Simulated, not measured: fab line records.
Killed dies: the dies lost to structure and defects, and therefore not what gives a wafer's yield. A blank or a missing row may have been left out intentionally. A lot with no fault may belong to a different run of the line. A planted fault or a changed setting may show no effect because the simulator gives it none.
fab line records	flow sky130
record: lots: 6	wafers: 16	last_day: 49
route steps=708 shown NWELL@65 PAD_OPEN@708
lots that met no fault: taken from a fault-free run of the same line
start_h: hours from the record's opening day to when the first of the lot's shown wafers began	wait_h: hours elapsed since this lot's preceding step	" identical to the entry in the row above	L1.1+2: a row that stands for several wafers	- no value, or no start was given	* or withheld: withheld	< > ~ a bound
route shown NAME@n: NAME is a module with steps in the file, n the number in the route of the first one	usual: the fault-free wafers' mean and standard deviation	same: alike in all rows	chamber/n: place in a boat	sites: each site's reading	_std_site: their standard deviation	_edge_site: the outer-site mean with the inner-site mean subtracted	radius_mm: how far each site lies from the wafer's centre	mask NAME#n: copy n	behind: the last tool/chamber to shape the wafer	hold: why the lot was held/for how many hours/how that ended	device: transistor that didn't switch, given as n, p or np	end of line: the tests these same wafers got at the end of their route	for a step that has no rows: nothing shown but its recipe	killed: at the first sort, the dies lost to defects and structure; wafer yield is something else	map: a wafer's dies, x killed, . not, _ none there
set.NAME: the setting that was run; set.NAME@STEP: the one run at that earlier step	model.NAME: the simulator's own value behind a step, which no gauge read
lots at some steps of the route; a table a step, a row a wafer
services: a tool's chamber out of use, with start hour (start_h, from the record's first day; less than 0 if before it), hours out, and reason
== steps ==
step: SKY_NWELL_IMPLANT_12
recipe: species: P	energy_kev: 120	dose_cm2: 1.3e+12	tilt_deg: withheld
step: SKY_NWELL_IMPLANT_13
recipe: species: P	energy_kev: 50	dose_cm2: 7e+11	tilt_deg: withheld
step: SKY_NWELL_STRIP_14
recipe: chemistry: O2/N2	power_w: 1400	pressure_mtorr: 1500	platen_temp_c: withheld	o2_flow_sccm: 3000	n2_flow_sccm: 300	overash_fraction: 0.5
usual: drypump_motor_current_A: 5.7/0.52	n2_flow_sccm: 300.0/0.86	oes_product_au: 0.722/0.0045	strip_time_to_endpoint_s: 36.93/0.1
lot.wafer	tool	chamber	start_h	wait_h	drypump_motor_current_A	n2_flow_sccm	oes_product_au	rf_hours_counter_h	strip_time_to_endpoint_s
L432.1	plasma_asher-04	1	139.68	0.1	5.2	301.1	0.726	48	36.93
L432.2	"	0	"	"	6.1	300.9	0.726	48	36.89
L432.4	"	1	"	"	5.2	300.4	0.719	-	37.02
L433.1	plasma_asher-04	0	144.00	0.1	6.1	299.2	0.719	48	36.94
L433.4	"	1	"	"	5.1	302.1	0.712	-	37.02
L433.6	"	1	"	"	5.2	300.4	0.720	-	36.87
L440.2	plasma_asher-03	1	180.86	0.1	5.7	300.5	0.720	7	37.10
L440.3	"	1	"	"	5.7	300.7	0.721	-	37.11
L441.3	plasma_asher-04	0	185.29	0.1	6.1	299.6	0.726	-	36.90
L441.6	"	0	"	"	6.1	299.1	0.719	-	36.79
L443.1	plasma_asher-04	0	201.21	0.1	6.1	299.1	0.721	54	36.80
L443.3	"	0	"	"	6.1	301.4	0.720	-	36.86
L443.5	"	1	"	"	5.2	301.1	0.710	-	36.87
L444.2	plasma_asher-01	0	204.63	0.1	6.4	300.3	0.725	47	36.88
L444.4	"	1	"	"	4.9	299.9	0.720	-	36.87
L444.6	"	1	"	"	5.0	299.8	0.718	-	36.96
step: SKY_NWELL_TW_MEAS_15
usual: NWELL_TW: 1837/15
lot.wafer	tool	chamber	start_h	wait_h	NWELL_TW
L432.1	film_metro-01	-	139.78	0.1	1836
L432.2	"	-	"	"	1837
L432.4	"	-	"	"	1841
L433.1	film_metro-01	-	144.10	0.1	1823
L433.4	"	-	"	"	1831
L433.6	"	-	"	"	1828
L440.2	film_metro-04	-	180.97	0.1	1856
L440.3	"	-	"	"	1842
L441.3	film_metro-04	-	185.37	0.1	1850
L441.6	"	-	"	"	1858
L443.1	film_metro-02	-	201.31	0.1	1818
L443.3	"	-	"	"	1830
L443.5	"	-	"	"	1825
L444.2	film_metro-04	-	204.74	0.1	1866
L444.4	"	-	"	"	1852
L444.6	"	-	"	"	1845
step: SKY_NWELL_DEHYDRATE_16
recipe: temp_c: 200	time_s: 60
step: SKY_NWELL_HMDS_17
recipe: prime_time_s: 60	prime_temp_c: 120
step: SKY_NWELL_COAT_18
recipe: spin_rpm: 2000	resist_thk_nm: 3000
step: SKY_NWELL_SOFTBAKE_19
recipe: temp_c: 110	time_s: withheld
step: SKY_NWELL_EXPOSE_20
recipe: mask_id: NWM_COMPLEMENT	na: 0.6	source_shape: conventional	sigma_outer: 0.6	polarization: unpolarized	target_cd_nm: 840	dose_mj: 260
step: SKY_NWELL_PEB_21
recipe: temp_c: 115	time_s: withheld
step: SKY_NWELL_DEVELOP_22
recipe: wall_angle_deg: 90	developer: TMAH	develop_time_s: 60	dev_temp_c: 23
step: SKY_NWELL_OVL_MEAS_23
usual: NWELL_01_OVL: 0.1/1.2
lot.wafer	tool	chamber	start_h	wait_h	NWELL_01_OVL[nm]
L432.1	overlay-01	-	158.72	-	-0.8
L432.2	"	-	"	"	-0.8
L432.4	"	-	"	"	-0.9
L433.1	overlay-01	-	162.92	-	1.2
L433.4	"	-	"	"	0.7
L433.6	"	-	"	"	2.6
L440.2	overlay-01	-	201.08	-	2.3
L440.3	"	-	"	"	1.8
L441.3	overlay-01	-	205.43	-	1.5
L441.6	"	-	"	"	0.5
L443.1	overlay-01	-	221.37	-	-0.1
L443.3	"	-	"	"	1.1
L443.5	"	-	"	"	1.7
L444.2	overlay-02	-	225.47	-	-1.3
L444.4	"	-	"	"	-1.5
L444.6	"	-	"	"	-2.0
step: SKY_NWELL_IMPLANT_24
recipe: species: B	energy_kev: 140	dose_cm2: 9.2e+12	tilt_deg: withheld
usual: beam_on_s: 9.99/0.21	end_station_pressure_torr: 5e-06/2.8e-07	faraday_current_uA: 52.0/1.1
lot.wafer	tool	chamber	start_h	wait_h	beam_on_s	end_station_pressure_torr	faraday_current_uA
L432.1	implanter-01	0	158.76	0.0	10.53	4.6e-06	49.4
L432.2	"	0	"	"	10.18	4.83e-06	51.1
L432.4	"	0	"	"	10.05	5.66e-06	51.8
L433.1	implanter-04	0	162.96	0.0	10.05	4.73e-06	51.5
L433.4	"	0	"	"	9.71	5.2e-06	53.3
L433.6	"	0	"	"	10.27	4.91e-06	50.5
L440.2	implanter-01	0	201.13	0.0	9.83	4.67e-06	52.8
L440.3	"	0	"	"	7.60	4.97e-06	68.2
L441.3	implanter-01	0	205.51	0.1	7.48	4.84e-06	69.3
L441.6	"	0	"	"	10.28	5.22e-06	50.4
L443.1	implanter-03	0	221.41	0.0	10.38	5.25e-06	49.9
L443.3	"	0	"	"	9.60	5.38e-06	53.9
L443.5	"	0	"	"	10.03	4.88e-06	51.8
L444.2	implanter-03	0	225.53	0.0	10.24	4.88e-06	50.6
L444.4	"	0	"	"	10.08	5.38e-06	51.5
L444.6	"	0	"	"	10.10	5.06e-06	51.3
step: SKY_NWELL_STRIP_25
recipe: chemistry: O2/N2	power_w: 1400	pressure_mtorr: 1500	platen_temp_c: withheld	o2_flow_sccm: 3000	n2_flow_sccm: 300	overash_fraction: 0.5
usual: drypump_motor_current_A: 5.7/0.47	n2_flow_sccm: 300.2/0.87	oes_product_au: 0.723/0.0046	strip_time_to_endpoint_s: 36.92/0.12
lot.wafer	tool	chamber	start_h	wait_h	drypump_motor_current_A	n2_flow_sccm	oes_product_au	rf_hours_counter_h	strip_time_to_endpoint_s
L432.1	plasma_asher-01	0	158.91	0.1	6.4	301.3	0.725	43	36.92
L432.2	"	1	"	"	5.0	297.9	0.725	43	36.94
L432.4	"	1	"	"	5.0	299.1	0.733	-	36.92
L433.1	plasma_asher-01	0	163.11	0.1	6.4	299.4	0.721	43	36.86
L433.4	"	1	"	"	5.0	299.8	0.718	-	36.93
L433.6	"	1	"	"	5.0	300.2	0.719	-	36.84
L440.2	plasma_asher-03	0	201.26	0.1	5.8	300.8	0.715	9	36.95
L440.3	"	1	"	"	5.7	300.3	0.723	-	36.84
L441.3	plasma_asher-01	0	205.64	0.1	6.4	299.7	0.720	-	37.08
L441.6	"	0	"	"	6.4	298.6	0.721	-	37.09
L443.1	plasma_asher-03	1	221.56	0.1	5.7	298.8	0.725	10	37.03
L443.3	"	1	"	"	5.7	300.3	0.727	-	36.88
L443.5	"	1	"	"	5.7	300.2	0.719	-	36.76
L444.2	plasma_asher-03	0	225.65	0.1	5.8	300.1	0.723	11	36.82
L444.4	"	1	"	"	5.7	300.2	0.728	-	36.88
L444.6	"	0	"	"	5.7	301.8	0.722	-	36.99
step: SKY_NWELL_TW_MEAS_26
usual: NWELL_2_TW: 502/4
lot.wafer	tool	chamber	start_h	wait_h	NWELL_2_TW
L432.1	film_metro-04	-	159.01	0.1	505
L432.2	"	-	"	"	505
L432.4	"	-	"	"	507
L433.1	film_metro-04	-	163.21	0.1	504
L433.4	"	-	"	"	504
L433.6	"	-	"	"	506
L440.2	film_metro-04	-	201.37	0.1	506
L440.3	"	-	"	"	468
L441.3	film_metro-02	-	205.73	0.1	458
L441.6	"	-	"	"	497
L443.1	film_metro-01	-	221.66	0.1	500
L443.3	"	-	"	"	499
L443.5	"	-	"	"	499
L444.2	film_metro-01	-	225.76	0.1	497
L444.4	"	-	"	"	497
L444.6	"	-	"	"	498
step: SKY_NWELL_CLEAN_27
recipe: chemistry: SC1/SC2	mix: 1:4:20	temp_c: 70	time_s: 150	dry: n2_spin
step: SKY_PAD_OPEN_PROBE_99
usual: killed_at_M0_to_M3: 42/7.4	killed_at_M4_up: 3.4/1.8	killed_at_contacts: 25/5.4	killed_at_front_end: 15/4.4	killed_dies: 86/9.3	killed_open: 47/7.6	killed_short: 39/6.5
same: gross_dies: 492	killed_at_back_side: 0	killed_at_other: 0
lot.wafer	tool	chamber	start_h	wait_h	killed_at_M0_to_M3	killed_at_M4_up	killed_at_contacts	killed_at_front_end	killed_dies	killed_open	killed_short	model.etest.pfet_16v.r_on_ohm_um	model.etest.res_iso_pwell.rs_ohm_sq	model.etest.res_pwell_under_gate.rs_ohm_sq	model.etest.res_iso_pwell.line_ohm_um	model.etest.nfet_16v.r_on_ohm_um	model.etest.pfet_16v.drive_ua_um	model.etest.tip_n_5v.rs_ohm_sq	model.etest.res_iso_pwell.width_nm
L432.1	prober-01	-	1123.77	0.1	34	9	20	17	80	33	47	1.577e+04	3214	2279	1200	1.406e+04	233.9	1390	2638
L432.2	prober-01	-	1123.82	0.1	46	2	21	9	78	44	34	1.559e+04	3172	2269	1194	1.418e+04	237.5	1396	2659
L432.4	prober-01	-	1123.92	0.2	41	2	24	12	79	37	42	1.512e+04	2872	2296	1087	1.386e+04	241.6	1387	2652
L433.1	prober-02	-	1128.65	0.1	34	2	27	12	75	40	35	1.566e+04	3138	2292	1201	1.423e+04	235.4	1397	2644
L433.4	prober-02	-	1128.80	0.2	50	3	30	19	102	54	48	1.549e+04	3078	2304	1151	1.4e+04	236.8	1407	2639
L433.6	prober-02	-	1128.90	0.2	33	4	24	23	84	47	37	1.564e+04	3093	2294	1182	1.399e+04	236.6	1391	2633
L440.2	prober-02	-	1160.89	0.1	51	5	30	14	100	57	43	1.559e+04	3426	2297	1303	1.415e+04	243	1352	2640
L440.3	prober-02	-	1160.94	0.2	49	3	34	19	105	63	42	1.737e+04	3976	2738	1518	1.379e+04	213	1339	2626
L441.3	prober-01	-	1166.59	0.2	45	3	21	12	81	40	41	1.741e+04	3730	2738	1430	1.4e+04	209.1	1363	2627
L441.6	prober-01	-	1166.74	0.2	36	5	35	17	93	48	45	1.56e+04	3168	2299	1193	1.442e+04	238	1407	2645
L443.1	prober-02	-	1180.24	0.1	34	3	22	17	76	52	24	1.485e+04	2945	2279	1112	1.397e+04	249.9	1379	2654
L443.3	prober-02	-	1180.34	0.2	51	3	20	13	87	36	51	1.513e+04	3122	2275	1174	1.405e+04	247.8	1387	2673
L443.5	prober-02	-	1180.44	0.2	49	3	24	9	85	52	33	1.507e+04	3076	2293	1147	1.429e+04	245.9	1386	2658
L444.2	prober-02	-	1186.70	0.1	43	2	28	16	89	44	45	1.506e+04	2900	2276	1093	1.417e+04	246.2	1373	2652
L444.4	prober-02	-	1186.80	0.2	37	6	25	14	82	40	42	1.518e+04	3070	2290	1159	1.418e+04	244.4	1389	2656
L444.6	prober-02	-	1186.90	0.2	37	5	28	9	79	37	42	1.556e+04	3113	2288	1188	1.428e+04	241.2	1376	2643
killed by level:class
L432.1 CONTACT:geometric_particle:open=7 METAL4:geometric_particle:short=7 POLY_GATE:geometric_particle:short=5 CONTACT:geometric_particle:short=5 METAL1:geometric_particle:short=5 VIA1:geometric_particle:open=5 FIELD_ISO:geometric_particle:short=4 VIA1:geometric_particle:short=4
L432.2 VIA1:geometric_particle:short=11 CONTACT:geometric_particle:open=9 VIA2:geometric_particle:open=9 VIA1:geometric_particle:open=8 METAL1:geometric_particle:short=5 VIA3:geometric_particle:open=4 LI_CONTACT:geometric_particle:open=3 CONTACT:geometric_particle:short=3
L432.4 METAL2:geometric_particle:short=11 VIA1:geometric_particle:open=10 CONTACT:geometric_particle:open=7 CONTACT:geometric_particle:short=6 LI_CONTACT:geometric_particle:open=5 VIA2:geometric_particle:open=5 FIELD_ISO:geometric_particle:short=4 LOCAL_INTERCONNECT:geometric_particle:short=4
L433.1 CONTACT:geometric_particle:open=11 VIA1:geometric_particle:open=11 FIELD_ISO:geometric_particle:short=6 LI_CONTACT:geometric_particle:open=6 METAL2:geometric_particle:short=6 CONTACT:geometric_particle:short=5 VIA1:geometric_particle:short=4 LOCAL_INTERCONNECT:geometric_particle:short=4
L433.4 CONTACT:geometric_particle:open=11 LI_CONTACT:geometric_particle:open=10 FIELD_ISO:geometric_particle:open=8 FIELD_ISO:geometric_particle:short=7 METAL1:geometric_particle:short=7 VIA2:geometric_particle:open=7 VIA3:geometric_particle:open=7 CONTACT:geometric_particle:short=6
L433.6 VIA1:geometric_particle:open=10 FIELD_ISO:geometric_particle:open=6 CONTACT:geometric_particle:short=6 CONTACT:geometric_particle:open=6 FIELD_ISO:geometric_particle:short=4 POLY_GATE:geometric_particle:short=4 POLY_GATE:geometric_particle:open=4 LI_CONTACT:geometric_particle:open=4
L440.2 VIA1:geometric_particle:open=15 LI_CONTACT:geometric_particle:open=10 CONTACT:geometric_particle:open=10 VIA2:geometric_particle:open=7 VIA3:geometric_particle:open=7 LOCAL_INTERCONNECT:geometric_particle:short=5 CONTACT:geometric_particle:short=5 VIA1:geometric_particle:short=5
L440.3 VIA1:geometric_particle:open=16 LI_CONTACT:geometric_particle:open=12 METAL1:geometric_particle:short=8 LOCAL_INTERCONNECT:geometric_particle:short=7 CONTACT:geometric_particle:open=7 POLY_GATE:geometric_particle:open=6 CONTACT:geometric_particle:short=6 VIA2:geometric_particle:open=5
L441.3 VIA1:geometric_particle:open=13 CONTACT:geometric_particle:open=8 METAL2:geometric_particle:short=6 VIA2:geometric_particle:open=6 LOCAL_INTERCONNECT:geometric_particle:short=5 CONTACT:geometric_particle:short=5 POLY_CUT:geometric_particle:open=4 METAL1:geometric_particle:short=4
L441.6 LOCAL_INTERCONNECT:geometric_particle:short=11 CONTACT:geometric_particle:open=9 LI_CONTACT:geometric_particle:open=7 CONTACT:geometric_particle:short=7 VIA3:geometric_particle:open=7 POLY_GATE:geometric_particle:short=6 VIA1:geometric_particle:open=6 VIA2:geometric_particle:open=6
L443.1 CONTACT:geometric_particle:open=11 VIA1:geometric_particle:open=9 FIELD_ISO:geometric_particle:open=7 VIA3:geometric_particle:open=6 LI_CONTACT:geometric_particle:open=5 VIA1:geometric_particle:short=5 POLY_GATE:geometric_particle:open=3 CONTACT:geometric_particle:short=3
L443.3 VIA1:geometric_particle:open=12 METAL2:geometric_particle:short=7 FIELD_ISO:geometric_particle:short=6 CONTACT:geometric_particle:open=6 VIA1:geometric_particle:short=6 METAL1:geometric_particle:short=6 VIA3:geometric_particle:open=6 VIA2:geometric_particle:open=5
L443.5 CONTACT:geometric_particle:open=11 VIA3:geometric_particle:open=11 VIA2:geometric_particle:open=8 VIA1:geometric_particle:open=7 METAL1:geometric_particle:short=6 CONTACT:geometric_particle:short=5 FIELD_ISO:geometric_particle:open=4 METAL2:geometric_particle:short=4
L444.2 VIA2:geometric_particle:open=12 LI_CONTACT:geometric_particle:open=7 CONTACT:geometric_particle:short=7 METAL1:geometric_particle:short=7 VIA3:geometric_particle:open=6 FIELD_ISO:geometric_particle:open=5 LOCAL_INTERCONNECT:geometric_particle:short=5 FIELD_ISO:geometric_particle:short=4
L444.4 CONTACT:geometric_particle:open=8 VIA1:geometric_particle:open=8 LI_CONTACT:geometric_particle:open=7 METAL1:geometric_particle:short=7 VIA2:geometric_particle:open=6 FIELD_ISO:geometric_particle:short=5 FIELD_ISO:geometric_particle:open=5 CONTACT:geometric_particle:short=4
L444.6 VIA2:geometric_particle:open=8 LI_CONTACT:geometric_particle:open=7 CONTACT:geometric_particle:short=7 VIA1:geometric_particle:open=6 CONTACT:geometric_particle:open=5 VIA3:geometric_particle:short=5 LOCAL_INTERCONNECT:geometric_particle:short=4 VIA1:geometric_particle:short=4
== services ==
tool	chamber	start_h	hours	kind
plasma_asher-03	0	117.75	-	clean
plasma_asher-03	1	117.75	-	clean
implanter-03	-	119.39	5.8	repair
plasma_asher-01	-	121.35	14.6	pm
implanter-03	-	131.47	5.3	pm
implanter-01	-	151.28	6.5	pm
plasma_asher-03	-	159.55	1.3	repair
plasma_asher-01	-	177.14	4.3	pm
implanter-03	-	182.36	6.3	repair
implanter-01	-	208.20	6.0	repair
plasma_asher-03	-	210.47	2.5	repair
== key ==
first_sign: step: SKY_NWELL_IMPLANT_24	reading: faraday_current_uA	direction: up	sigmas: 15	usual: 52.0	struck: 68.8
effect: step: SKY_NWELL_IMPLANT_24	reading: beam_on_s	direction: down	sigmas: 12	usual: 9.99	struck: 7.54
effect: step: SKY_NWELL_TW_MEAS_26	reading: NWELL_2_TW	direction: down	sigmas: 9.8	usual: 502	struck: 463
model_effect: step: SKY_PAD_OPEN_PROBE_99	value: etest.pfet_16v.r_on_ohm_um	without: 1.52e+04	struck: 1.739e+04
met_at SKY_NWELL_IMPLANT_24
struck_wafers L440.3,L441.3
tester_left_out L440,L441
onset_between 158.76 201.13
fault: kind: process_parameter_drift	tool: implanter-01	chamber: -	onset_h: 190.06	steps: SKY_NWELL_IMPLANT_24	channel: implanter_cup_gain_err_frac	offset: 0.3	shape: step	end_h: 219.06	scope: struck_wafers_only
tester_left_out: of these lots the tester's yield and bins aren't shown, on N5 and GAA mostly nor the transistor test; their killed dies are dies lost to structure and defects alone, not to doping, threshold or leakage, so they don't give the yield
